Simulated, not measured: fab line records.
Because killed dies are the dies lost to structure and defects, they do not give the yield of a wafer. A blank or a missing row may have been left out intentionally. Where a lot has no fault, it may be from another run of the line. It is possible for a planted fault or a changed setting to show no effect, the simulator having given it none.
Which tool did it? || flow gf180mcu || 39 wafers from 13 lots sampled at 5 of the route's 602 steps

WHAT THE GAUGES READ, wafer by wafer
GF_STI_THK_MEAS_02.
{"lot": "L275", "measured": "day 1 11:31", "on": "film_metro-01", "STI_OXIDATION_THK (nm)": "9.61 9.96 9.92"}
{"lot": "L276", "measured": "day 1 16:39", "on": "film_metro-03", "STI_OXIDATION_THK (nm)": "10.07 10.30 10.22"}
{"lot": "L277", "measured": "day 1 21:31", "on": "film_metro-03", "STI_OXIDATION_THK (nm)": "10.00 9.92 9.96"}
{"lot": "L278", "measured": "day 2 02:31", "on": "film_metro-01", "STI_OXIDATION_THK (nm)": "10.68 10.40 10.66"}
{"lot": "L279", "measured": "day 2 08:23", "on": "film_metro-02", "STI_OXIDATION_THK (nm)": "10.37 10.35 10.17"}
{"lot": "L283", "measured": "day 3 04:37", "on": "film_metro-03", "STI_OXIDATION_THK (nm)": "10.16 10.02 10.10"}
{"lot": "L284", "measured": "day 3 08:31", "on": "film_metro-03", "STI_OXIDATION_THK (nm)": "9.96 10.09 10.22"}
{"lot": "L286", "measured": "day 3 19:04", "on": "film_metro-02", "STI_OXIDATION_THK (nm)": "10.02 9.95 10.06"}
{"lot": "L289", "measured": "day 4 09:32", "on": "film_metro-01", "STI_OXIDATION_THK (nm)": "9.85 9.96 9.80"}
{"lot": "L291", "measured": "day 4 20:12", "on": "film_metro-03", "STI_OXIDATION_THK (nm)": "10.19 10.37 10.25"}
{"lot": "L292", "measured": "day 5 00:32", "on": "film_metro-03", "STI_OXIDATION_THK (nm)": "10.07 10.10 10.08"}
{"lot": "L294", "measured": "day 5 10:31", "on": "film_metro-03", "STI_OXIDATION_THK (nm)": "10.04 9.90 9.91"}
{"lot": "L298", "measured": "day 6 07:02", "on": "film_metro-03", "STI_OXIDATION_THK (nm)": "10.18 10.10 10.10"}

GF_MVPSD_TW_MEAS_11.
{"lot": "L275", "measured": "day 5 00:25", "on": "film_metro-01", "MVPSD_TW": "554 557 556"}
{"lot": "L276", "measured": "day 5 07:49", "on": "film_metro-04", "MVPSD_TW": "550 548 555"}
{"lot": "L277", "measured": "day 5 14:04", "on": "film_metro-04", "MVPSD_TW": "551 551 551"}
{"lot": "L278", "measured": "day 5 19:22", "on": "film_metro-04", "MVPSD_TW": "550 550 552"}
{"lot": "L279", "measured": "day 6 01:28", "on": "film_metro-04", "MVPSD_TW": "550 549 548"}
{"lot": "L283", "measured": "day 7 00:58", "on": "film_metro-04", "MVPSD_TW": "556 554 554"}
{"lot": "L284", "measured": "day 7 05:49", "on": "film_metro-02", "MVPSD_TW": "555 553 554"}
{"lot": "L286", "measured": "day 7 17:58", "on": "film_metro-04", "MVPSD_TW": "550 552 554"}
{"lot": "L289", "measured": "day 8 12:38", "on": "film_metro-01", "MVPSD_TW": "557 556 558"}
{"lot": "L291", "measured": "day 9 01:18", "on": "film_metro-02", "MVPSD_TW": "677 676 677"}
{"lot": "L292", "measured": "day 9 05:44", "on": "film_metro-04", "MVPSD_TW": "552 554 556"}
{"lot": "L294", "measured": "day 9 19:01", "on": "film_metro-01", "MVPSD_TW": "673 676 678"}
{"lot": "L298", "measured": "day 10 19:16", "on": "film_metro-04", "MVPSD_TW": "551 552 550"}

GF_VT_IMPLANT_RS_MEAS_49: uses a four-point probe to measure.
{"lot": "L275", "measured": "day 7 13:55", "on": "film_metro-02", "MVPSD_RS (ohm/sq)": "1168.6 1171.6 1171.0"}
{"lot": "L276", "measured": "day 7 22:46", "on": "film_metro-01", "MVPSD_RS (ohm/sq)": "1166.2 1163.5 1167.8"}
{"lot": "L277", "measured": "day 8 03:23", "on": "film_metro-02", "MVPSD_RS (ohm/sq)": "1178.6 1174.2 1173.4"}
{"lot": "L278", "measured": "day 8 10:22", "on": "film_metro-04", "MVPSD_RS (ohm/sq)": "1173.4 1175.2 1173.0"}
{"lot": "L279", "measured": "day 8 17:50", "on": "film_metro-01", "MVPSD_RS (ohm/sq)": "1169.7 1170.8 1170.1"}
{"lot": "L283", "measured": "day 9 19:20", "on": "film_metro-02", "MVPSD_RS (ohm/sq)": "1167.9 1168.9 1165.4"}
{"lot": "L284", "measured": "day 10 01:41", "on": "film_metro-01", "MVPSD_RS (ohm/sq)": "1170.9 1171.1 1168.2"}
{"lot": "L286", "measured": "day 10 14:53", "on": "film_metro-01", "MVPSD_RS (ohm/sq)": "1168.5 1170.0 1168.2"}
{"lot": "L289", "measured": "day 11 12:06", "on": "film_metro-02", "MVPSD_RS (ohm/sq)": "1172.0 1167.4 1174.9"}
{"lot": "L291", "measured": "day 12 01:29", "on": "film_metro-04", "MVPSD_RS (ohm/sq)": "827.4 826.3 823.8"}
{"lot": "L292", "measured": "day 12 07:47", "on": "film_metro-04", "MVPSD_RS (ohm/sq)": "1169.6 1170.6 1168.9"}
{"lot": "L294", "measured": "day 12 23:08", "on": "film_metro-04", "MVPSD_RS (ohm/sq)": "824.4 822.3 822.9"}
{"lot": "L298", "measured": "day 14 01:44", "on": "film_metro-01", "MVPSD_RS (ohm/sq)": "1169.3 1171.9 1172.9"}

GF_HV_LDD_TW_MEAS_23.
{"lot": "L275", "measured": "day 10 18:30", "on": "film_metro-02", "HV_LDD_2_TW": "1078 1081 1074"}
{"lot": "L276", "measured": "day 11 05:38", "on": "film_metro-01", "HV_LDD_2_TW": "1057 1058 1052"}
{"lot": "L277", "measured": "day 11 10:17", "on": "film_metro-02", "HV_LDD_2_TW": "1069 1068 1069"}
{"lot": "L278", "measured": "day 12 00:57", "on": "film_metro-02", "HV_LDD_2_TW": "1061 1062 1066"}
{"lot": "L279", "measured": "day 12 07:04", "on": "film_metro-01", "HV_LDD_2_TW": "1067 1063 1067"}
{"lot": "L283", "measured": "day 13 07:20", "on": "film_metro-02", "HV_LDD_2_TW": "1072 1070 1064"}
{"lot": "L284", "measured": "day 13 13:10", "on": "film_metro-02", "HV_LDD_2_TW": "1067 1060 1071"}
{"lot": "L286", "measured": "day 14 08:22", "on": "film_metro-01", "HV_LDD_2_TW": "1070 1067 1066"}
{"lot": "L289", "measured": "day 15 05:06", "on": "film_metro-04", "HV_LDD_2_TW": "1048 1050 1051"}
{"lot": "L291", "measured": "day 15 21:55", "on": "film_metro-02", "HV_LDD_2_TW": "1069 1072 1064"}
{"lot": "L292", "measured": "day 16 01:43", "on": "film_metro-02", "HV_LDD_2_TW": "1067 1066 1062"}
{"lot": "L294", "measured": "day 16 21:20", "on": "film_metro-01", "HV_LDD_2_TW": "1066 1066 1065"}
{"lot": "L298", "measured": "day 18 02:31", "on": "film_metro-02", "HV_LDD_2_TW": "1064 1058 1057"}

WHICH TOOL RAN EACH LOT (tool, then ch and the chambers of the sampled wafers, then the start)
{"lot": "L275", "GF_MVPSD_IMPLANT_08": "implanter-04 ch 0, day 5 00:02"}
{"lot": "L276", "GF_MVPSD_IMPLANT_08": "implanter-04 ch 0, day 5 07:26"}
{"lot": "L277", "GF_MVPSD_IMPLANT_08": "implanter-02 ch 0, day 5 13:40"}
{"lot": "L278", "GF_MVPSD_IMPLANT_08": "implanter-02 ch 0, day 5 18:59"}
{"lot": "L279", "GF_MVPSD_IMPLANT_08": "implanter-04 ch 0, day 6 01:04"}
{"lot": "L283", "GF_MVPSD_IMPLANT_08": "implanter-03 ch 0, day 7 00:36"}
{"lot": "L284", "GF_MVPSD_IMPLANT_08": "implanter-03 ch 0, day 7 05:25"}
{"lot": "L286", "GF_MVPSD_IMPLANT_08": "implanter-02 ch 0, day 7 17:36"}
{"lot": "L289", "GF_MVPSD_IMPLANT_08": "implanter-03 ch 0, day 8 12:17"}
{"lot": "L291", "GF_MVPSD_IMPLANT_08": "implanter-03 ch 0, day 9 00:30"}
{"lot": "L292", "GF_MVPSD_IMPLANT_08": "implanter-02 ch 0, day 9 05:22"}
{"lot": "L294", "GF_MVPSD_IMPLANT_08": "implanter-02 ch 0, day 9 18:14"}
{"lot": "L298", "GF_MVPSD_IMPLANT_08": "implanter-03 ch 0, day 10 18:52"}
- GF_MVPSD_IMPLANT_08

WHAT THE TOOLS THEMSELVES READ (means of the sampled wafers that have a number; where no wafer has one, the mark that the record gives instead)
The record holds no such reading with a usual standard deviation.

THE ANSWER, worked out from the rows above alone
Rule: usual is defined by the lots themselves. Put in order of their means at a reading, lots are off if they are a third of the lots or fewer, leave a main group of 4 or more, and stand apart from it by a gap of 3 or more times the standard deviation of the main group's means; of several such gaps the widest counts. A main group whose means are all the same, to the digits that the tables above print for the reading, isn't used. Also off: a lot with no number at a reading for which 4 or more lots have one. The other lots that the step has rows for count as sound. After the gauges, taken in route order, come the tools' own readings; for these a lot's mean is taken, as printed above. At the first step where some lot is off, the reading lying furthest off is the one used; lots without a number count as furthest.
Off: L291, L294, at GF_MVPSD_TW_MEAS_11 (MVPSD_TW). For the main group the mean is 553 and the standard deviation 2.4.
A tool fits if, at a process step before that reading, it ran every lot that is off, and no sound lot after the first of them. Not tried: the gauges at GF_MVPSD_TW_MEAS_11; whatever is off there is also off at GF_VT_IMPLANT_RS_MEAS_49, on other tools, and gauge error can't account for it. None of those tried fits.

WHAT WAS PUT IN BY THE SIMULATOR
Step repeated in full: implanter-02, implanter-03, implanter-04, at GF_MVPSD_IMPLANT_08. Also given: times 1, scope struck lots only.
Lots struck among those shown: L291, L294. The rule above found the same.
